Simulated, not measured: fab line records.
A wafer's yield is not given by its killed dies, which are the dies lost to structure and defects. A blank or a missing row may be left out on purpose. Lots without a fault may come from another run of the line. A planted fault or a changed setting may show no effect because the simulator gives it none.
Matching of chambers + flow sky130 + SKY_VIA2_CMP_02 on cmp-01 has 4 sister chambers
The step polishes SiO2. 14 wafers are shown with their chamber, then 7 later ones without.

== EACH WAFER AND ITS CHAMBER ==
| wafer  | chamber | motor current A (A) |
|--------|---------|---------------------|
| L191.2 | 1       | 12.3                |
| L191.3 | 0       | 11.7                |
| L191.4 | 3       | 12.1                |
| L195.1 | 3       | 12.4                |
| L195.2 | 2       | 11.2                |
| L195.3 | 0       | 11.5                |
| L196.2 | 1       | 12.3                |
| L196.3 | 0       | 11.8                |
| L196.6 | 3       | 12.5                |
| L198.4 | 0       | 12.1                |
| L198.5 | 2       | 11.6                |
| L198.6 | 3       | 11.6                |
| L201.3 | 3       | 11.9                |
| L201.5 | 3       | 12.3                |

SIGNATURES (means of the wafers above)
| reading         | chamber 0 | chamber 1 | chamber 2 | chamber 3 | scatter within a chamber |
|-----------------|-----------|-----------|-----------|-----------|--------------------------|
| motor current A | 11.775    | 12.300    | 11.400    | 12.133    | 0.29                     |
Rule: for each reading, subtract the chamber's mean from the wafer's reading, divide by that reading's scatter and square the result; add these up over the readings and take the root, which gives the wafer's distance from the chamber. If the next closest chamber is less than 2 further off than the closest, the wafer can't be placed; otherwise it belongs to the closest. How the scatter is found: for the shown wafers, subtract from each reading the mean of its chamber, square and add these, divide the total by (wafers less chambers), then take the root.

== WAFERS MISSING THEIR CHAMBER ==
| wafer  | motor current A (A) |
|--------|---------------------|
| L201.6 | 12.6                |
| L211.1 | 12.8                |
| L211.3 | 12.6                |
| L211.4 | 11.4                |
| L213.1 | 12.2                |
| L213.2 | 11.9                |
| L213.3 | 12.1                |

== THE CHAMBER EACH PASSED THROUGH ==
| wafer  | from the rows above               | in truth |
|--------|-----------------------------------|----------|
| L201.6 | can't be placed: 1 or 3 or 0      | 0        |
| L211.1 | can't be placed: 1 or 3 or 0      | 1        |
| L211.3 | can't be placed: 1 or 3 or 0      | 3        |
| L211.4 | can't be placed: 2 or 0           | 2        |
| L213.1 | can't be placed: 3 or 1 or 0      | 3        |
| L213.2 | can't be placed: 0 or 3 or 1 or 2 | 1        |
| L213.3 | can't be placed: 3 or 1 or 0      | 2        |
Placed correctly: 0 of 7. Cannot be placed on the basis of these rows: 7; the candidates contain the true chamber in 6. Wrongly placed: 0.
